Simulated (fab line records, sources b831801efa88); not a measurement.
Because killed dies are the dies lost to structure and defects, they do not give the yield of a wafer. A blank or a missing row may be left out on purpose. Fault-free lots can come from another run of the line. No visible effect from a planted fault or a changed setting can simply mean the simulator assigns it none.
fab line records	flow sky130
record: lots: 6	wafers: 18	last_day: 50
route steps=708 shown CONTACT@412 PAD_OPEN@708
lots untouched by any fault: they come from a run of this same line in which no faults occurred
start_h: the number of hours between the record's first day and the start of the first shown wafer of the lot	wait_h: time in hours since the lot's previous step	" repeats the value in the row above	L1.1+2: a row that stands for several wafers	- value missing, or start not given	* or withheld: withheld	< > ~ a bound
route shown NAME@n: a module of which the file shows steps, and the number in the route of the first	usual: mean/standard deviation taken from wafers without a fault	same: alike in all rows	chamber/n: place in a boat	sites: per-site readings	_std_site: their standard deviation	_edge_site: outer sites' mean less inner sites'	radius_mm: how far each site lies from the wafer's centre	mask NAME#n: copy n	behind: tool/chamber where the wafer was last shaped	hold: the reason the lot was held/the length of the hold in hours/how it ended	device: the n, p or np transistor that did not switch	end of line: the tests these same wafers got at the end of their route	where a step has no rows: the recipe by itself	killed: at the first sort, the dies lost to defects and structure; wafer yield is something else	map: the dies of a wafer, with x for killed, . for not killed, _ for no die there
set.NAME: the setting the step ran with; set.NAME@STEP: the setting that earlier step ran with	model.NAME: the simulator's own value behind a step, which no gauge read
certain route steps with their lots: each step a table, each wafer a row
services: when a tool's chamber went out of use (start_h, in hours from the record's first day, below 0 if earlier), for how many hours, and the reason
== steps ==
step: SKY_CONTACT_DEHYDRATE_06
recipe: temp_c: 200	time_s: 60
step: SKY_CONTACT_HMDS_07
recipe: prime_time_s: 60	prime_temp_c: 120
step: SKY_CONTACT_COAT_08
recipe: resist: BARC	temp_c: withheld	time_s: withheld	spin_rpm: 3000	resist_thk_nm: 60
step: SKY_CONTACT_COAT_09
recipe: resist: KrF-thick	spin_rpm: 3000	resist_thk_nm: 450
step: SKY_CONTACT_SOFTBAKE_10
recipe: temp_c: 100	time_s: 90	resist: KrF-thick
step: SKY_CONTACT_EXPOSE_11
recipe: mask_id: CTM1	na: 0.8	source_shape: annular	sigma_inner: 0.55	sigma_outer: 0.85	target_cd_nm: 170	dose_mj: 38
step: SKY_CONTACT_PEB_12
recipe: peb_temp_c: withheld	peb_time_s: withheld	resist: KrF-thick
step: SKY_CONTACT_DEVELOP_13
recipe: develop_time_s: 60	resist: KrF-thick	dev_temp_c: 21
step: SKY_CONTACT_CD_MEAS_14
recipe: target_cd_nm: 170
usual: cd_nm: 170.5/1.2
lot.wafer	tool	chamber	start_h	wait_h	cd_nm
L633.1	cd_sem-01	-	740.45	-	170.8
L633.5	"	-	"	"	168.7
L633.6	"	-	"	"	170.6
L641.2	cd_sem-01	-	800.07	-	168.0
L641.3	"	-	"	"	168.1
L641.4	"	-	"	"	168.9
L642.2	cd_sem-01	-	811.16	-	168.2
L642.4	"	-	"	"	168.6
L642.6	"	-	"	"	168.6
L651.1	cd_sem-01	-	880.81	-	171.5
L651.3	"	-	"	"	170.8
L651.5	"	-	"	"	171.5
L652.1	cd_sem-01	-	882.79	-	170.4
L652.4	"	-	"	"	169.7
L652.6	"	-	"	"	168.9
L655.3	cd_sem-01	-	898.87	-	170.6
L655.4	"	-	"	"	171.6
L655.5	"	-	"	"	171.2
step: SKY_CONTACT_OVL_MEAS_15
usual: CONTACT_OVL: 0/5.7
lot.wafer	tool	chamber	start_h	wait_h	CONTACT_OVL[nm]
L633.1	overlay-02	-	740.57	0.1	-3
L633.5	"	-	"	"	9
L633.6	"	-	"	"	1
L641.2	overlay-01	-	800.18	0.1	8
L641.3	"	-	"	"	-6
L641.4	"	-	"	"	6
L642.2	overlay-01	-	811.26	0.1	4
L642.4	"	-	"	"	-3
L642.6	"	-	"	"	7
L651.1	overlay-01	-	880.93	0.1	11
L651.3	"	-	"	"	0
L651.5	"	-	"	"	7
L652.1	overlay-02	-	882.91	0.1	-5
L652.4	"	-	"	"	-3
L652.6	"	-	"	"	-4
L655.3	overlay-02	-	898.96	0.1	5
L655.4	"	-	"	"	-2
L655.5	"	-	"	"	-6
step: SKY_CONTACT_ETCH_16
recipe: chemistry: N2/H2	target: BARC	ion_energy_ev: 200	source_w: 500	bias_w: 100	pressure_mtorr: 30	n2_flow_sccm: 100	h2_flow_sccm: 200	stop_on: SiO2	time_s: 45.9	target_depth_a: 600
usual: bias_w: 100.03/0.29	chamber_pressure_mTorr: 29.997/0.027	drypump_motor_current_A: 5.9/0.45	oes_product_au: 0.855/0.0047	throttle_valve_pct: 13.226/0.0096
lot.wafer	tool	chamber	start_h	wait_h	bias_w	chamber_pressure_mTorr	drypump_motor_current_A	oes_product_au	rf_hours_counter_h	throttle_valve_pct
L633.1	rie_diel-03	1	740.61	0.0	99.75	30.017	6.2	0.856	6	13.233
L633.5	"	3	"	"	99.85	30.044	5.9	0.857	-	13.211
L633.6	"	2	"	"	99.87	29.986	6.4	0.859	-	13.228
L641.2	rie_diel-01	0	800.21	0.0	100.27	29.943	6.4	0.854	16	13.235
L641.3	"	3	"	"	99.86	29.987	5.8	0.842	11	13.213
L641.4	"	1	"	"	99.68	30.005	5.5	0.853	18	13.224
L642.2	rie_diel-04	1	811.29	0.0	100.01	29.962	6.4	0.853	12	13.210
L642.4	"	3	"	"	100.46	29.998	4.8	0.853	8	13.237
L642.6	"	0	"	"	99.72	30.000	5.7	0.850	-	13.221
L651.1	rie_diel-01	0	880.96	0.0	100.06	30.010	6.3	0.850	19	13.225
L651.3	"	3	"	"	100.11	29.990	5.8	0.863	13	13.208
L651.5	"	2	"	"	99.97	30.048	5.9	0.855	-	13.219
L652.1	rie_diel-03	2	882.94	0.0	99.84	29.987	6.4	0.847	15	13.231
L652.4	"	3	"	"	99.72	29.991	5.9	0.856	7	13.240
L652.6	"	1	"	"	99.81	30.001	6.1	0.859	-	13.216
L655.3	rie_diel-01	1	898.98	0.0	100.50	30.029	5.5	0.851	22	13.233
L655.4	"	0	"	"	99.73	30.023	6.4	0.847	19	13.222
L655.5	"	2	"	"	99.99	30.017	5.9	0.850	-	13.226
step: SKY_CONTACT_ETCH_17
recipe: target: SiO2	chemistry: C4F8/O2/Ar	stop_on: Si3N4	mask_material: KrF-thick	source_w: 1500	bias_w: 1200	pressure_mtorr: 40	c4f8_flow_sccm: withheld	O2_flow_sccm: 6	Ar_flow_sccm: 300	time_s: withheld	target_depth_a: 3400
usual: bias_w: 1200/3.6	chamber_pressure_mTorr: 40.00/0.043	oes_product_au: 0.891/0.0045
lot.wafer	tool	chamber	start_h	wait_h	bias_w	chamber_pressure_mTorr	oes_product_au
L633.1	rie_diel-03	1	740.65	0.0	1204	40.01	0.893
L633.5	"	3	"	"	1191	39.97	0.896
L633.6	"	2	"	"	1202	40.05	0.890
L641.2	rie_diel-01	0	800.25	0.0	1197	39.97	0.891
L641.3	"	3	"	"	1204	40.00	0.895
L641.4	"	1	"	"	1201	40.06	0.896
L642.2	rie_diel-04	1	811.34	0.0	1201	39.98	0.886
L642.4	"	3	"	"	1204	40.00	0.885
L642.6	"	0	"	"	1205	40.03	0.886
L651.1	rie_diel-01	0	881.00	0.0	1191	40.01	0.886
L651.3	"	3	"	"	1198	39.96	0.899
L651.5	"	2	"	"	1198	40.01	0.895
L652.1	rie_diel-03	2	882.99	0.0	1199	40.00	0.887
L652.4	"	3	"	"	1199	40.05	0.898
L652.6	"	1	"	"	1208	40.01	0.891
L655.3	rie_diel-01	1	899.03	0.0	1196	40.05	0.891
L655.4	"	0	"	"	1198	40.02	0.891
L655.5	"	2	"	"	1196	40.01	0.887
step: SKY_CONTACT_ETCH_18
recipe: target: Si3N4	chemistry: CHF3/O2	stop_on: TiN	source_w: 600	bias_w: 200	pressure_mtorr: 40	chf3_flow_sccm: 50	O2_flow_sccm: 5	time_s: 39	target_depth_a: 750
usual: O2_flow_sccm: 4.999/0.015	bias_w: 200.0/0.64	chamber_pressure_mTorr: 40.00/0.034	drypump_motor_current_A: 5.9/0.45	oes_product_au: 0.854/0.007	throttle_valve_pct: 8.792/0.0089
lot.wafer	tool	chamber	start_h	wait_h	O2_flow_sccm	bias_w	chamber_pressure_mTorr	drypump_motor_current_A	oes_product_au	rf_hours_counter_h	throttle_valve_pct	model.KrF-thick_of_CONTACT_COAT_09.thk_nm
L633.1	rie_diel-03	1	740	-	4.974	199.2	39.95	6.2	0.859	6	8.797	247.1
L633.5	"	3	"	"	5.013	200.5	40.05	5.9	0.858	-	8.783	248
L633.6	"	2	"	"	5.014	199.8	39.97	6.3	0.864	-	8.772	248.1
L641.2	rie_diel-01	0	800	-	-	-	-	-	-	-	-	324.7
L641.3	"	3	"	"	-	-	-	-	-	-	-	326.4
L641.4	"	1	"	"	-	-	-	-	-	-	-	327.3
L642.2	rie_diel-04	1	811	-	-	-	-	-	-	-	-	325.9
L642.4	"	3	"	"	-	-	-	-	-	-	-	325.4
L642.6	"	0	"	"	-	-	-	-	-	-	-	325.7
L651.1	rie_diel-01	0	881	-	5.007	199.2	39.97	6.4	0.843	19	8.789	238
L651.3	"	3	"	"	5.009	199.7	40.00	5.8	0.847	13	8.789	242.3
L651.5	"	2	"	"	4.996	200.8	39.99	5.9	0.843	-	8.795	239.7
L652.1	rie_diel-03	2	883	-	5.015	201.2	40.03	6.4	0.854	15	8.784	246.3
L652.4	"	3	"	"	4.984	199.0	40.04	5.9	0.852	8	8.795	246
L652.6	"	1	"	"	4.998	201.1	40.02	6.1	0.856	-	8.799	247.6
L655.3	rie_diel-01	1	899	-	4.999	200.4	40.06	5.5	0.843	22	8.795	244.8
L655.4	"	0	"	"	5.014	200.4	39.96	6.3	0.856	19	8.795	242.8
L655.5	"	2	"	"	4.992	200.3	39.96	5.9	0.867	-	8.799	242.1
step: SKY_CONTACT_STRIP_19
recipe: chemistry: O2/N2	power_w: 1400	pressure_mtorr: 1500	platen_temp_c: withheld	o2_flow_sccm: 3000	n2_flow_sccm: 300	overash_fraction: 0.5
usual: chamber_pressure_mTorr: 1500.0/1.4	drypump_motor_current_A: 5.3/0.46	o2_flow_sccm: 2998/8.5	oes_product_au: 0.381/0.0046	strip_time_to_endpoint_s: 3.61/0.031
same: overash_fraction: 0.5
lot.wafer	tool	chamber	start_h	wait_h	chamber_pressure_mTorr	drypump_motor_current_A	o2_flow_sccm	oes_product_au	rf_hours_counter_h	strip_time_to_endpoint_s
L633.1	plasma_asher-03	1	740.74	-	1499.9	4.9	2998	0.394	65	3.65
L633.5	"	0	"	"	1500.7	6.1	3000	0.382	-	3.68
L633.6	"	1	"	"	1500.0	4.9	2997	0.382	-	3.69
L641.2	plasma_asher-03	0	800.34	-	1500.7	6.1	2988	0.417	71	4.46
L641.3	"	1	"	"	1498.4	5.0	3004	0.415	-	4.50
L641.4	"	0	"	"	1498.0	6.1	2997	0.424	-	4.52
L642.2	plasma_asher-02	0	811.43	-	1501.7	4.8	2986	0.411	94	4.49
L642.4	"	0	"	"	1500.1	4.8	3003	0.416	-	4.49
L642.6	"	1	"	"	1500.4	4.8	3016	0.416	-	4.50
L651.1	plasma_asher-04	1	881.09	-	1498.4	5.3	2993	0.374	46	3.58
L651.3	"	1	"	"	1500.6	5.3	3001	0.380	-	3.61
L651.5	"	0	"	"	1500.0	5.5	3006	0.377	-	3.60
L652.1	plasma_asher-04	1	883.08	-	1501.9	5.3	2994	0.383	46	3.66
L652.4	"	0	"	"	1504.3	5.4	3000	0.382	-	3.64
L652.6	"	0	"	"	1501.5	5.4	2995	0.386	-	3.68
L655.3	plasma_asher-03	1	899.15	-	1499.2	5.0	2998	0.386	-	3.62
L655.4	"	0	"	"	1499.5	6.1	3002	0.381	-	3.59
L655.5	"	0	"	"	1501.8	6.1	3007	0.381	-	3.61
step: SKY_CONTACT_STRIP_20
recipe: chemistry: post_etch_residue_remover	time_s: 1200	temp_c: 72.5
step: SKY_PAD_OPEN_PROBE_99
usual: killed_at_M0_to_M3: 43/7.5	killed_at_M4_up: 3.3/1.9	killed_at_contacts: 24/4.6	killed_at_front_end: 16/4.9	killed_at_other: 0.2/0.46	killed_dies: 87/9.1	killed_on_rim: 17/3.6	killed_open: 47/7.4	killed_short: 39/6.6
same: gross_dies: 492	killed_at_back_side: 0
lot.wafer	tool	chamber	start_h	wait_h	killed_at_M0_to_M3	killed_at_M4_up	killed_at_contacts	killed_at_front_end	killed_at_other	killed_dies	killed_on_rim	killed_open	killed_short
L633.1	prober-02	-	1078.93	0.1	37	0	21	24	0	82	16	42	40
L633.5	prober-02	-	1079.13	0.2	50	3	27	8	0	88	15	46	42
L633.6	prober-02	-	1079.18	0.2	39	2	24	20	1	86	17	45	41
L641.2	prober-01	-	1125.70	0.1	39	4	440	9	0	492	96	39	36
L641.3	prober-01	-	1125.75	0.2	41	5	431	14	1	492	96	47	41
L641.4	prober-01	-	1125.80	0.2	43	2	429	18	0	492	96	42	31
L642.2	prober-02	-	1132.56	0.1	51	1	428	10	2	492	96	41	45
L642.4	prober-02	-	1132.66	0.2	38	3	434	16	1	492	96	47	35
L642.6	prober-02	-	1132.76	0.2	37	4	430	21	0	492	96	37	44
L651.1	prober-01	-	1181.30	0.1	49	3	28	10	0	90	20	56	34
L651.3	prober-01	-	1181.40	0.2	37	4	24	14	0	79	13	46	33
L651.5	prober-01	-	1181.50	0.2	48	5	18	16	0	87	15	48	38
L652.1	prober-01	-	1183.91	0.1	34	3	22	11	0	70	14	29	41
L652.4	prober-01	-	1184.06	0.2	32	4	33	15	0	84	21	46	38
L652.6	prober-01	-	1184.16	0.2	27	5	33	9	0	74	15	37	37
L655.3	prober-01	-	1190.40	0.2	29	2	25	15	0	71	15	32	39
L655.4	prober-01	-	1190.45	0.2	36	1	33	15	0	85	17	47	38
L655.5	prober-01	-	1190.50	0.2	37	7	28	13	0	85	17	40	44
killed by level:class
L633.1 VIA1:geometric_particle:open=11 FIELD_ISO:geometric_particle:short=10 LI_CONTACT:geometric_particle:open=8 POLY_GATE:geometric_particle:open=5 CONTACT:geometric_particle:open=5 FIELD_ISO:geometric_particle:open=4 VIA1:geometric_particle:short=4 CONTACT:geometric_particle:short=4
L633.5 CONTACT:geometric_particle:open=13 VIA1:geometric_particle:open=9 METAL2:geometric_particle:short=8 VIA3:geometric_particle:short=6 VIA3:geometric_particle:open=6 VIA2:geometric_particle:short=6 LI_CONTACT:geometric_particle:open=5 CONTACT:geometric_particle:short=5
L633.6 CONTACT:geometric_particle:open=11 FIELD_ISO:geometric_particle:open=8 METAL1:geometric_particle:short=8 VIA1:geometric_particle:short=7 VIA2:geometric_particle:open=6 LI_CONTACT:geometric_particle:open=5 METAL2:geometric_particle:short=5 VIA3:geometric_particle:open=5
L641.2 CONTACT:area_etch=417 CONTACT:geometric_particle:open=8 VIA1:geometric_particle:open=7 VIA3:geometric_particle:open=7 LI_CONTACT:geometric_particle:open=5 METAL1:geometric_particle:short=5 LOCAL_INTERCONNECT:geometric_particle:short=4 CONTACT:geometric_particle:short=4
L641.3 CONTACT:area_etch=404 VIA1:geometric_particle:open=9 CONTACT:geometric_particle:open=8 VIA2:geometric_particle:open=7 LI_CONTACT:geometric_particle:open=7 LOCAL_INTERCONNECT:geometric_particle:short=6 METAL1:geometric_particle:short=6 FIELD_ISO:geometric_particle:open=5
L641.4 CONTACT:area_etch=419 VIA2:geometric_particle:open=11 VIA1:geometric_particle:open=10 METAL2:geometric_particle:short=8 FIELD_ISO:geometric_particle:open=5 LI_CONTACT:geometric_particle:open=4 FIELD_ISO:geometric_particle:short=3 POLY_GATE:geometric_particle:short=3
L642.2 CONTACT:area_etch=405 CONTACT:geometric_particle:open=13 VIA1:geometric_particle:open=11 VIA1:geometric_particle:short=8 VIA3:geometric_particle:short=6 METAL2:geometric_particle:short=5 VIA2:geometric_particle:short=5 CONTACT:geometric_particle:short=4
L642.4 CONTACT:area_etch=410 VIA1:geometric_particle:open=10 CONTACT:geometric_particle:short=8 VIA2:geometric_particle:open=8 FIELD_ISO:geometric_particle:open=7 CONTACT:geometric_particle:open=7 VIA3:geometric_particle:open=5 LOCAL_INTERCONNECT:geometric_particle:short=4
L642.6 CONTACT:area_etch=410 METAL1:geometric_particle:short=8 VIA3:geometric_particle:open=7 CONTACT:geometric_particle:short=6 CONTACT:geometric_particle:open=6 VIA1:geometric_particle:open=6 FIELD_ISO:geometric_particle:open=5 POLY_GATE:geometric_particle:short=5
L651.1 VIA1:geometric_particle:open=17 LI_CONTACT:geometric_particle:open=10 VIA2:geometric_particle:open=9 CONTACT:geometric_particle:open=7 METAL3:geometric_particle:short=6 LOCAL_INTERCONNECT:geometric_particle:short=5 VIA1:geometric_particle:short=5 VIA3:geometric_particle:open=5
L651.3 VIA2:geometric_particle:open=9 CONTACT:geometric_particle:open=8 VIA1:geometric_particle:open=7 LI_CONTACT:geometric_particle:open=6 CONTACT:geometric_particle:short=6 VIA3:geometric_particle:open=5 POLY_GATE:geometric_particle:open=4 LI_CONTACT:geometric_particle:short=4
L651.5 VIA1:geometric_particle:open=14 CONTACT:geometric_particle:open=8 FIELD_ISO:geometric_particle:open=6 VIA2:geometric_particle:short=6 VIA2:geometric_particle:open=6 LI_CONTACT:geometric_particle:open=5 FIELD_ISO:geometric_particle:short=4 METAL1:geometric_particle:short=4
L652.1 CONTACT:geometric_particle:open=9 METAL1:geometric_particle:short=6 CONTACT:geometric_particle:short=5 VIA1:geometric_particle:open=5 METAL2:geometric_particle:short=5 VIA3:geometric_particle:open=4 LOCAL_INTERCONNECT:geometric_particle:short=4 POLY_GATE:geometric_particle:short=3
L652.4 CONTACT:geometric_particle:open=15 VIA1:geometric_particle:open=8 LI_CONTACT:geometric_particle:open=7 CONTACT:geometric_particle:short=7 VIA3:geometric_particle:short=6 POLY_GATE:geometric_particle:short=5 METAL2:geometric_particle:short=5 METAL1:geometric_particle:short=4
L652.6 CONTACT:geometric_particle:open=11 LOCAL_INTERCONNECT:geometric_particle:short=7 METAL1:geometric_particle:short=6 FIELD_ISO:geometric_particle:open=4 LI_CONTACT:geometric_particle:short=4 LI_CONTACT:geometric_particle:open=4 CONTACT:geometric_particle:short=4 VIA1:geometric_particle:open=4
L655.3 CONTACT:geometric_particle:open=11 FIELD_ISO:geometric_particle:short=7 VIA1:geometric_particle:open=6 LI_CONTACT:geometric_particle:open=5 CONTACT:geometric_particle:short=5 VIA1:geometric_particle:short=4 LOCAL_INTERCONNECT:geometric_particle:short=4 METAL1:geometric_particle:short=4
L655.4 CONTACT:geometric_particle:open=11 VIA1:geometric_particle:open=11 FIELD_ISO:geometric_particle:open=7 LI_CONTACT:geometric_particle:open=7 LOCAL_INTERCONNECT:geometric_particle:short=5 CONTACT:geometric_particle:short=5 VIA2:geometric_particle:short=5 VIA1:geometric_particle:short=4
L655.5 CONTACT:geometric_particle:open=9 METAL1:geometric_particle:short=7 VIA1:geometric_particle:open=6 METAL4:geometric_particle:short=6 LI_CONTACT:geometric_particle:open=5 LOCAL_INTERCONNECT:geometric_particle:short=5 CONTACT:geometric_particle:short=5 VIA3:geometric_particle:open=5
map L641.2 (x killed, . not)
__________xxxxxxxxxx_________
________xxxxxxxxxxxxxx_______
______xxxxxxxxxxxxxxxxxx_____
_____xxxxxxxxxxxxxxxxxxxx____
____xxxxxxxxxxxxxxxxxxxxxx___
___xxxxxxxxxxxxxxxxxxxxxxxx__
__xxxxxxxxxxxxxxxxxxxxxxxxxx_
_xxxxxxxxxxxxxxxxxxxxxxxxxxxx
_xxxxxxxxxxxxxxxxxxxxxxxxxxxx
_xxxxxxxxxxxxxxxxxxxxxxxxxxxx
_xxxxxxxxxxxxxxxxxxxxxxxxxxxx
_xxxxxxxxxxxxxxxxxxxxxxxxxxxx
_xxxxxxxxxxxxxxxxxxxxxxxxxxxx
_xxxxxxxxxxxxxxxxxxxxxxxxxxxx
_xxxxxxxxxxxxxxxxxxxxxxxxxxxx
__xxxxxxxxxxxxxxxxxxxxxxxxxx_
___xxxxxxxxxxxxxxxxxxxxxxxx__
____xxxxxxxxxxxxxxxxxxxxxx___
_____xxxxxxxxxxxxxxxxxxxx____
______xxxxxxxxxxxxxxxxxx_____
________xxxxxxxxxxxxxx_______
__________xxxxxxxxxx_________
map L642.2 (x killed, . not)
__________xxxxxxxxxx_________
________xxxxxxxxxxxxxx_______
______xxxxxxxxxxxxxxxxxx_____
_____xxxxxxxxxxxxxxxxxxxx____
____xxxxxxxxxxxxxxxxxxxxxx___
___xxxxxxxxxxxxxxxxxxxxxxxx__
__xxxxxxxxxxxxxxxxxxxxxxxxxx_
_xxxxxxxxxxxxxxxxxxxxxxxxxxxx
_xxxxxxxxxxxxxxxxxxxxxxxxxxxx
_xxxxxxxxxxxxxxxxxxxxxxxxxxxx
_xxxxxxxxxxxxxxxxxxxxxxxxxxxx
_xxxxxxxxxxxxxxxxxxxxxxxxxxxx
_xxxxxxxxxxxxxxxxxxxxxxxxxxxx
_xxxxxxxxxxxxxxxxxxxxxxxxxxxx
_xxxxxxxxxxxxxxxxxxxxxxxxxxxx
__xxxxxxxxxxxxxxxxxxxxxxxxxx_
___xxxxxxxxxxxxxxxxxxxxxxxx__
____xxxxxxxxxxxxxxxxxxxxxx___
_____xxxxxxxxxxxxxxxxxxxx____
______xxxxxxxxxxxxxxxxxx_____
________xxxxxxxxxxxxxx_______
__________xxxxxxxxxx_________
== services ==
tool	chamber	start_h	hours	kind
rie_diel-03	0	723.65	7.5	repair
rie_diel-04	-	758.72	1.2	repair
rie_diel-04	2	765.25	5.3	repair
rie_diel-04	-	775.12	0.5	repair
plasma_asher-04	-	791.74	1.2	repair
plasma_asher-02	-	809.08	1.4	repair
rie_diel-01	3	813.41	4.5	repair
rie_diel-01	2	846.09	5.6	repair
rie_diel-03	1	873.78	6.6	repair
rie_diel-04	2	882.00	5.9	repair
plasma_asher-04	-	889.64	0.5	repair
== key ==
first_sign: step: SKY_CONTACT_ETCH_18	reading: tool_record	direction: missing
effect: step: SKY_CONTACT_STRIP_19	reading: strip_time_to_endpoint_s	direction: up	sigmas: 28	usual: *	struck: *
effect: step: SKY_PAD_OPEN_PROBE_99	reading: killed_at_contacts	direction: up	sigmas: 88	usual: 24	struck: 432
model_effect: step: SKY_CONTACT_ETCH_18	value: KrF-thick_of_CONTACT_COAT_09.thk_nm	without: 240.7	struck: 325.9
more_kills_born_at: SKY_CONTACT_ETCH_18@rie_diel-01: 1240	SKY_CONTACT_ETCH_18@rie_diel-04: 1225
met_at SKY_CONTACT_ETCH_18
struck_wafers L641.2,L641.3,L641.4,L642.2,L642.4,L642.6
later_rows_left_out L641.2,L641.3,L641.4,L642.2,L642.4,L642.6
tester_left_out L641,L642
fault: kind: skipped_step_whole	tool: rie_diel-01,rie_diel-04	chamber: -	onset_h: 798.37	steps: SKY_CONTACT_ETCH_18	scope: struck_lots_only
tester_left_out: of these lots the tester's yield and bins aren't shown, on N5 and GAA mostly nor the transistor test; their killed dies are dies lost to structure and defects alone, not to doping, threshold or leakage, so they don't give the yield
later_rows_left_out: the simulator's readings of these wafers behind a module that went badly wrong aren't trusted and aren't shown, but for the sort
